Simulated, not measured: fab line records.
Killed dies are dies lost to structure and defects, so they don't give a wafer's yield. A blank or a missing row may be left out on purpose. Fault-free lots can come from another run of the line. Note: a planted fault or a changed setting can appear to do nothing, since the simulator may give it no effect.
Matching of chambers ; flow sky130 ; SKY_VIA1_ETCH_14 on rie-diel-03 has 4 sister chambers
The step etches BARC in N2/H2, stops on SiO2, time 45.9 s, target depth 60 nm. 8 wafers are shown with their chamber, then 7 later ones without.

WAFERS PAIRED WITH THEIR CHAMBERS
wafer;chamber;oes-product-au (a.u.);throttle-valve-pct (%)
L078.1;1;0.860;13.212
L078.3;3;0.855;13.230
L082.4;0;0.845;13.209
L082.5;3;0.857;13.229
L085.1;0;0.855;13.238
L085.5;2;0.860;13.230
L091.1;1;0.853;13.228
L091.4;2;0.854;13.207

WAFERS WHOSE CHAMBER IS MISSING
wafer;oes-product-au (a.u.);throttle-valve-pct (%)
L091.5;0.852;13.215
L093.1;0.854;13.232
L093.4;0.863;13.227
L093.6;0.858;13.220
L097.3;0.856;13.231
L097.4;0.852;13.228
L097.6;0.850;13.217

THE CHAMBER EACH PASSED THROUGH
wafer;from the rows above;in truth
L091.5;can't be placed: 0 or 1 or 2 or 3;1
L093.1;can't be placed: 3 or 1 or 0 or 2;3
L093.4;can't be placed: 2 or 1 or 3 or 0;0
L093.6;can't be placed: 2 or 1 or 3 or 0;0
L097.3;can't be placed: 3 or 1 or 2 or 0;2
L097.4;can't be placed: 0 or 3 or 1 or 2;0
L097.6;can't be placed: 0 or 1 or 2 or 3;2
Correctly placed: 0 of 7. From these rows, 7 cannot be placed; in 7 the true chamber is one of the candidates. Wrongly placed: 0.
How it was worked out, from the rows above alone: a wafer's distance from a chamber is the root of the sum, over the readings, of the square of ((its reading less the chamber's mean) divided by the reading's scatter). If the next closest chamber is less than 2 further off than the closest, the wafer can't be placed; otherwise it belongs to the closest. A chamber's mean is the mean of its shown wafers. How the scatter is found: for the shown wafers, subtract from each reading the mean of its chamber, square and add these, divide the total by (wafers less chambers), then take the root.
